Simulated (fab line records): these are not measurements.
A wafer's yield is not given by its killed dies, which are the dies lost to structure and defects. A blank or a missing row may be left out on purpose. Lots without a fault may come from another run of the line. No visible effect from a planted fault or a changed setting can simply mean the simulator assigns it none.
Lot-split experiment ; flow sky130 ; 5 lots, 23 wafers read, on a route of 708 steps

## SPLIT DETAILS
At SKY_PASSIVATION_DEVELOP_10 (develop time 60 s), the setting develop time s was moved away from the recipe's 60 s on 11 of the 23 wafers read, by -12.8% to +12.7%. This setting was run at the recipe's value on the other wafers.

The file shows no step between the split and the reading.

## THE READING
PASSIVATION.cd nm (the simulator's own value, which no gauge read), in nm, at SKY_PASSIVATION_ETCH_11 (etches the open film in CF4/O2, stops on AlCu, target depth 725 nm, time 161.1 s). The file does not state a usual value for it. Average 2995 nm, standard deviation 5.2 nm, over the 12 wafers here run with the recipe.

wafer;tool, chamber at the split;develop time s as run, s;against the recipe;PASSIVATION.cd nm, nm;against lot-mates on the recipe
L074.1;litho track-04, 0;67.59;+12.7%;3001;+4
L074.2;litho track-04, 0;67.59;+12.7%;3017;+20
L074.3;litho track-04, 0;60;recipe;2997;-
L074.4;litho track-04, 0;67.59;+12.7%;3006;+8
L074.5;litho track-04, 0;60;recipe;2998;-
L076.1;litho track-04, 0;60;recipe;2983;-
L076.2;litho track-04, 0;54.69;-8.9%;2973;-16
L076.3;litho track-04, 0;54.69;-8.9%;2981;-8
L076.5;litho track-04, 0;60;recipe;2995;-
L076.6;litho track-04, 0;54.69;-8.9%;2976;-13
L079.1;litho track-04, 0;60;recipe;3001;-
L079.3;litho track-04, 0;60;recipe;3001;-
L079.5;litho track-04, 0;60;recipe;3003;-
L082.1;litho track-01, 0;52.32;-12.8%;2969;-26
L082.2;litho track-01, 0;60;recipe;2996;-
L082.4;litho track-01, 0;52.32;-12.8%;2973;-22
L082.5;litho track-01, 0;52.32;-12.8%;2972;-23
L082.6;litho track-01, 0;60;recipe;2994;-
L084.1;litho track-02, 0;60;recipe;2991;-
L084.6;litho track-02, 0;60;recipe;2991;-
L084.2;litho track-02, 0;60;recipe;2995;-
L084.4;litho track-02, 0;56.44;-5.9%;2984;-8
L084.5;litho track-02, 0;56.44;-5.9%;2978;-14

THE FIT
A straight line over all 23 wafers: PASSIVATION.cd nm changes by +1.54 nm for each +1% of develop time s; r = +0.90; the points scatter about the line by 5.8 nm.
The same after taking each lot's own level away (the mean of its wafers on the recipe; 23 wafers): +1.32 nm for each +1%; r = +0.91; scatter 4.7 nm.
That fit puts the effect of the largest move of develop time s on the reading at 17 nm.
The lots' own levels span 2989.0 to 3001.7 nm, that is 2.4 times the standard deviation above.
Hence the slope depends on the lot-to-lot level, as the two fits are not the same.
Check: for one of the wafers moved furthest among these (-12.8%), held out of the fit, the line's prediction against its lot-mates is -17.8 nm. It came out at -26 nm against them.

## FURTHER SPLITS ON THESE WAFERS
Before the reading, these wafers also passed through other splits. Each is held against what the fit with the lots' levels taken away leaves over:
other split on the same wafers;wafers away from the commonest value;r with PASSIVATION.cd nm (lot level and that fit taken away)
SKY_METAL4_METAL_ETCH_18 over etch frac;6;-0.13
SKY_VIA4_CMP_02 leave above ref nm;9;-0.12
SKY_VIA4_COAT_06 spin rpm;11;-0.43
SKY_METAL5_SPUTTER_01 time s;7;-0.05

## FILE'S OWN FIT
PASSIVATION.cd nm changes by +1.4 nm for each +1% of develop time s, r = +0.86.
